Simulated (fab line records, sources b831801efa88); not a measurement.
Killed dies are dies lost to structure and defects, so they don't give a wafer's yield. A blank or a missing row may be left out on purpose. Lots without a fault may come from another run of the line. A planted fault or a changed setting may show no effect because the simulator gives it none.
Which tool did it? | flow sky130 | 24 lots, 72 wafers sampled, at 6 steps of a route of 708

WHAT THE GAUGES READ, wafer by wafer
SKY_METAL1_OVL_MEAS_16.
lot  | measured     | on         | METAL1_OVL (nm)
L074 | day 34 03:16 | overlay-02 | 1 -1 7
L075 | day 34 07:00 | overlay-02 | -4 -2 5
L076 | day 34 11:20 | overlay-02 | 3 4 5
L077 | day 35 06:11 | overlay-01 | -2 1 8
L078 | day 35 10:23 | overlay-02 | 0 -9 2
L079 | day 35 12:41 | overlay-01 | -10 7 -10
L080 | day 35 17:07 | overlay-01 | 5 1 4
L081 | day 36 14:23 | overlay-02 | 7 -3 2
L082 | day 36 16:02 | overlay-01 | 1 1 5
L083 | day 36 19:32 | overlay-02 | -4 -3 5
L084 | day 37 01:56 | overlay-01 | 0 -3 11
L085 | day 37 17:34 | overlay-02 | 6 5 12
L086 | day 37 21:59 | overlay-02 | 1 1 1
L087 | day 38 02:53 | overlay-02 | 1 5 6
L088 | day 38 04:11 | overlay-02 | -2 -1 0
L089 | day 38 19:07 | overlay-02 | -5 7 -6
L090 | day 38 22:38 | overlay-01 | 11 5 15
L091 | day 39 04:32 | overlay-02 | -3 9 -3
L092 | day 39 05:48 | overlay-02 | -3 2 -9
L093 | day 39 19:53 | overlay-01 | 9 13 5
L094 | day 39 23:41 | overlay-01 | 6 9 -2
L095 | day 40 13:47 | overlay-01 | -2 13 1
L096 | day 40 14:44 | overlay-01 | 9 2 12
L097 | day 40 23:02 | overlay-02 | 1 -8 7

SKY_VIA2_RS_MEAS_22: measures by four-point-probe.
lot  | measured     | on            | VIA2_W_RS (ohm/sq)
L074 | day 37 17:45 | film_metro-03 | 0.2734 0.2706 0.2725
L075 | day 37 21:33 | film_metro-04 | 0.2786 0.2733 0.2761
L076 | day 38 01:30 | film_metro-02 | 0.2742 0.2761 0.2714
L077 | day 38 18:59 | film_metro-02 | 0.2760 0.2780 0.2733
L078 | day 39 00:47 | film_metro-04 | 0.2775 0.2774 0.2759
L079 | day 39 02:50 | film_metro-02 | 0.2785 0.2809 0.2776
L080 | day 39 05:08 | film_metro-03 | 0.2756 0.2759 0.2754
L081 | day 40 02:11 | film_metro-03 | 0.2714 0.2729 0.2731
L082 | day 40 04:35 | film_metro-03 | 0.2745 0.2739 0.2756
L083 | day 40 05:56 | film_metro-03 | 0.2748 0.2761 0.2727
L084 | day 40 12:44 | film_metro-04 | 0.2747 0.2739 0.2727
L085 | day 41 04:01 | film_metro-04 | 0.2775 0.2726 0.2729
L086 | day 41 08:56 | film_metro-03 | 0.2778 0.2719 0.2776
L087 | day 41 12:56 | film_metro-02 | 0.2705 0.2702 0.2718
L088 | day 41 14:26 | film_metro-03 | 0.2730 0.2734 0.2728
L089 | day 42 03:22 | film_metro-04 | 0.2746 0.2714 0.2727
L090 | day 42 06:07 | film_metro-03 | 0.2742 0.2720 0.2782
L091 | day 42 13:19 | film_metro-03 | 0.2756 0.2748 0.2744
L092 | day 42 14:49 | film_metro-02 | 0.2711 0.2747 0.2740
L093 | day 43 04:21 | film_metro-03 | 0.2761 0.2713 0.2748
L094 | day 43 06:46 | film_metro-04 | 0.2687 0.2700 0.2691
L095 | day 43 18:45 | film_metro-04 | 0.2720 0.2738 0.2769
L096 | day 43 19:59 | film_metro-04 | 0.2750 0.2712 0.2712
L097 | day 44 07:11 | film_metro-02 | 0.2780 0.2740 0.2768

SKY_VIA2_THK_MEAS_23: measures by xrf.
lot  | measured     | on            | VIA2_W_THK (nm)
L074 | day 37 17:52 | film_metro-03 | 399 404 398
L075 | day 37 21:39 | film_metro-04 | 386 395 390
L076 | day 38 01:37 | film_metro-02 | 394 391 395
L077 | day 38 19:07 | film_metro-02 | 390 386 396
L078 | day 39 00:53 | film_metro-04 | 387 391 387
L079 | day 39 02:57 | film_metro-02 | 388 384 389
L080 | day 39 05:15 | film_metro-03 | 402 400 403
L081 | day 40 02:16 | film_metro-03 | 403 401 398
L082 | day 40 04:41 | film_metro-03 | 395 396 396
L083 | day 40 06:04 | film_metro-03 | 396 394 399
L084 | day 40 12:52 | film_metro-04 | 390 390 390
L085 | day 41 04:08 | film_metro-04 | 393 400 399
L086 | day 41 09:04 | film_metro-03 | 395 402 396
L087 | day 41 13:02 | film_metro-02 | 401 403 399
L088 | day 41 14:32 | film_metro-03 | 402 405 403
L089 | day 42 03:29 | film_metro-04 | 390 399 393
L090 | day 42 06:13 | film_metro-03 | 394 398 389
L091 | day 42 13:26 | film_metro-03 | 395 397 395
L092 | day 42 14:54 | film_metro-02 | 397 390 389
L093 | day 43 04:28 | film_metro-03 | 395 400 393
L094 | day 43 06:52 | film_metro-04 | 404 404 405
L095 | day 43 18:52 | film_metro-04 | 402 397 395
L096 | day 43 20:06 | film_metro-04 | 395 402 401
L097 | day 44 07:18 | film_metro-02 | 390 394 390

SKY_METAL3_CD_MEAS_13: target cd 300 nm.
lot  | measured     | on        | cd_nm (nm)
L074 | day 39 23:08 | cd_sem-01 | 301.1 300.5 300.8
L075 | day 40 02:46 | cd_sem-01 | 301.5 301.4 301.2
L076 | day 40 05:43 | cd_sem-02 | 299.3 298.7 297.8
L077 | day 40 22:41 | cd_sem-02 | 300.6 300.0 299.2
L078 | day 41 05:24 | cd_sem-02 | 301.2 300.0 301.3
L079 | day 41 06:44 | cd_sem-01 | 298.4 299.0 298.8
L080 | day 41 08:19 | cd_sem-01 | 303.1 302.5 302.8
L081 | day 42 04:44 | cd_sem-01 | 299.8 301.2 300.3
L082 | day 42 07:02 | cd_sem-01 | 299.7 301.1 300.3
L083 | day 42 09:49 | cd_sem-01 | 299.6 299.2 299.4
L084 | day 42 15:02 | cd_sem-01 | 299.2 300.3 300.1
L085 | day 43 05:34 | cd_sem-01 | 300.5 299.1 299.2
L086 | day 43 10:43 | cd_sem-01 | 299.5 298.3 299.4
L087 | day 43 14:38 | cd_sem-01 | 301.2 300.3 300.6
L088 | day 43 16:40 | cd_sem-01 | 301.3 300.7 301.4
L089 | day 44 05:34 | cd_sem-01 | 299.7 298.3 298.4
L090 | day 44 06:41 | cd_sem-01 | 299.8 299.9 299.9
L091 | day 44 13:23 | cd_sem-01 | 300.0 301.3 300.1
L092 | day 44 16:04 | cd_sem-01 | 299.3 299.7 298.6
L093 | day 45 05:41 | cd_sem-01 | 297.9 298.6 297.4
L094 | day 45 05:58 | cd_sem-01 | 300.9 299.8 300.8
L095 | day 45 23:33 | cd_sem-01 | 299.3 299.8 299.4
L096 | day 45 23:56 | cd_sem-01 | 301.7 301.3 300.5
L097 | day 46 05:53 | cd_sem-01 | 299.8 300.2 300.5

WHICH TOOL RAN EACH LOT (tool, then ch and the chambers of the sampled wafers, then the start)
lot  | SKY_CONTACT_CMP_27            | SKY_VIA2_CMP_24
L074 | cmp-02 ch 0,2,3, day 32 22:48 | cmp-02 ch 0,2, day 37 18:14
L075 | cmp-02 ch 0,2,3, day 33 02:42 | cmp-01 ch 0,1,2, day 37 21:50
L076 | cmp-02 ch 1,2,3, day 33 06:51 | cmp-02 ch 0,1, day 38 01:41
L077 | cmp-02 ch 0,1,3, day 34 02:11 | cmp-02 ch 1,2,3, day 38 19:16
L078 | cmp-01 ch 0,1, day 34 06:00   | cmp-02 ch 2,3, day 39 01:43
L079 | cmp-02 ch 1,2, day 34 09:09   | cmp-02 ch 0,1, day 39 03:11
L080 | cmp-02 ch 2,3, day 34 13:09   | cmp-01 ch 2,3, day 39 05:21
L081 | cmp-02 ch 2,3, day 35 10:18   | cmp-01 ch 1,2, day 40 02:18
L082 | cmp-02 ch 0,1,2, day 35 12:01 | cmp-01 ch 0,3, day 40 04:47
L083 | cmp-01 ch 0,1,3, day 35 16:20 | cmp-01 ch 0,3, day 40 06:10
L084 | cmp-01 ch 0,2,3, day 35 22:26 | cmp-01 ch 0,1,3, day 40 12:55
L085 | cmp-01 ch 0,2,3, day 36 14:54 | cmp-02 ch 0,2,3, day 41 04:30
L086 | cmp-01 ch 0,1,3, day 36 18:35 | cmp-02 ch 0,2,3, day 41 09:10
L087 | cmp-01 ch 2,3, day 36 23:45   | cmp-02 ch 0,2,3, day 41 13:05
L088 | cmp-02 ch 0,2,3, day 37 00:04 | cmp-02 ch 0,1,3, day 41 14:41
L089 | cmp-01 ch 1,2,3, day 37 16:34 | cmp-02 ch 0,1,2, day 42 03:33
L090 | cmp-02 ch 1,2,3, day 37 19:32 | cmp-02 ch 0,1,2, day 42 06:34
L091 | cmp-02 ch 1,2, day 38 01:59   | cmp-02 ch 0,1,2, day 42 13:32
L092 | cmp-01 ch 0,1,2, day 38 03:31 | cmp-02 ch 0,1,3, day 42 15:02
L093 | cmp-01 ch 0,1,2, day 38 16:56 | cmp-02 ch 0,1,3, day 43 04:44
L094 | cmp-02 ch 0,1,2, day 38 21:59 | cmp-01 ch 2,3, day 43 06:55
L095 | cmp-02 ch 2,3, day 39 12:20   | cmp-01 ch 1,3, day 43 18:59
L096 | cmp-01 ch 0,2,3, day 39 13:14 | cmp-01 ch 1,2,3, day 43 20:12
L097 | cmp-01 ch 0,1,2, day 39 21:43 | cmp-01 ch 0,1,2, day 44 07:27
- SKY_CONTACT_CMP_27: polishes, stops on SiO2, t overpolish 15 s, target thk 0 nm.
- SKY_VIA2_CMP_24: polishes, stops on SiO2, t overpolish 20 s, target thk 0 nm.

WHAT THE TOOLS THEMSELVES READ (means of the sampled wafers that have a number; where no wafer has one, the mark that the record gives instead)
SKY_CONTACT_CMP_27.
lot  | tool   | head_pressure_psi (psi) | motor_current_A (A) | overpolish_run_s (s) | time_to_endpoint_s (s)
L074 | cmp-02 | 3.506                   | 11.6                | 15.002               | 82
L075 | cmp-02 | 3.508                   | 11.7                | 15.001               | 80
L076 | cmp-02 | 3.502                   | 11.7                | 15.003               | 78
L077 | cmp-02 | 3.502                   | 10.4                | 14.992               | 83
L078 | cmp-01 | 3.507                   | 9.6                 | 15.000               | 80
L079 | cmp-02 | 3.494                   | 11.6                | 14.999               | 80
L080 | cmp-02 | 3.503                   | 11.5                | 14.996               | 84
L081 | cmp-02 | 3.499                   | 11.9                | 15.001               | 82
L082 | cmp-02 | 3.503                   | 11.5                | 14.993               | 79
L083 | cmp-01 | 3.510                   | 10.2                | 15.006               | 81
L084 | cmp-01 | 3.502                   | 10.6                | 15.004               | 82
L085 | cmp-01 | 3.507                   | 10.5                | 14.995               | 84
L086 | cmp-01 | 3.496                   | 10.4                | 14.998               | 85
L087 | cmp-01 | 3.503                   | 11.3                | 15.000               | 87
L088 | cmp-02 | 3.494                   | 11.6                | 15.000               | 82
L089 | cmp-01 | 3.502                   | 11.0                | 14.997               | 81
L090 | cmp-02 | 3.496                   | 11.8                | 15.000               | 84
L091 | cmp-02 | 3.501                   | 11.0                | 14.997               | 79
L092 | cmp-01 | 3.496                   | 9.9                 | 14.997               | 81
L093 | cmp-01 | 3.501                   | 10.1                | 15.003               | 77
L094 | cmp-02 | 3.494                   | 11.3                | 15.005               | 76
L095 | cmp-02 | 3.494                   | 12.4                | 15.005               | 80
L096 | cmp-01 | 3.500                   | 10.3                | 15.003               | 87
L097 | cmp-01 | 3.502                   | 10.2                | 15.001               | 83

SKY_VIA2_CMP_24.
lot  | tool   | head_pressure_psi (psi) | motor_current_A (A) | overpolish_run_s (s) | time_to_endpoint_s (s)
L074 | cmp-02 | 3.495                   | 11.9                | 19.997               | 102
L075 | cmp-01 | 3.504                   | 10.0                | 19.997               | 99
L076 | cmp-02 | 3.494                   | 11.0                | 20.003               | 99
L077 | cmp-02 | 3.501                   | 11.3                | 19.994               | 95
L078 | cmp-02 | 3.495                   | 11.8                | 20.012               | 97
L079 | cmp-02 | 3.500                   | 10.3                | 19.998               | 90
L080 | cmp-01 | 3.499                   | 11.2                | 19.999               | 104
L081 | cmp-01 | 3.503                   | 10.7                | 20.010               | 104
L082 | cmp-01 | 3.496                   | 10.9                | 20.001               | 106
L083 | cmp-01 | 3.496                   | 9.7                 | 20.001               | 103
L084 | cmp-01 | 3.502                   | 10.0                | 20.000               | 102
L085 | cmp-02 | 3.515                   | 11.9                | 20.000               | 101
L086 | cmp-02 | 3.504                   | 11.7                | 19.999               | 99
L087 | cmp-02 | 3.503                   | 11.7                | 20.000               | 104
L088 | cmp-02 | 3.503                   | 10.9                | 19.993               | 102
L089 | cmp-02 | 3.493                   | 11.3                | 19.994               | 103
L090 | cmp-02 | 3.498                   | 11.7                | 20.001               | 100
L091 | cmp-02 | 3.505                   | 11.3                | 20.003               | 101
L092 | cmp-02 | 3.503                   | 10.5                | 19.999               | 103
L093 | cmp-02 | 3.498                   | 10.6                | 20.002               | 99
L094 | cmp-01 | 3.499                   | 10.8                | 20.001               | 109
L095 | cmp-01 | 3.505                   | 11.0                | 19.999               | 105
L096 | cmp-01 | 3.497                   | 11.1                | 20.007               | 105
L097 | cmp-01 | 3.494                   | 10.2                | 19.999               | 102

THE ANSWER, worked out from the rows above alone
Rule: what is usual is taken from the lots themselves. Put in order of their means at a reading, lots are off if they are a third of the lots or fewer, leave a main group of 4 or more, and stand apart from it by a gap of 3 or more times the standard deviation of the main group's means; of several such gaps the widest counts. A main group whose means are all the same, to the digits that the tables above print for the reading, isn't used. A lot without any number at a reading at which 4 lots or more have one is off too. The other lots that the step has rows for count as sound. The gauges are gone through in route order, then the tools' own readings, and for those a lot's mean is taken as printed above. The first step at which some lot is off is used, and at that step the reading that is off furthest; a lot without a number counts as furthest.
No lot is off at any reading shown: from this, nothing can be told.

WHAT THE SIMULATOR HAD PUT IN
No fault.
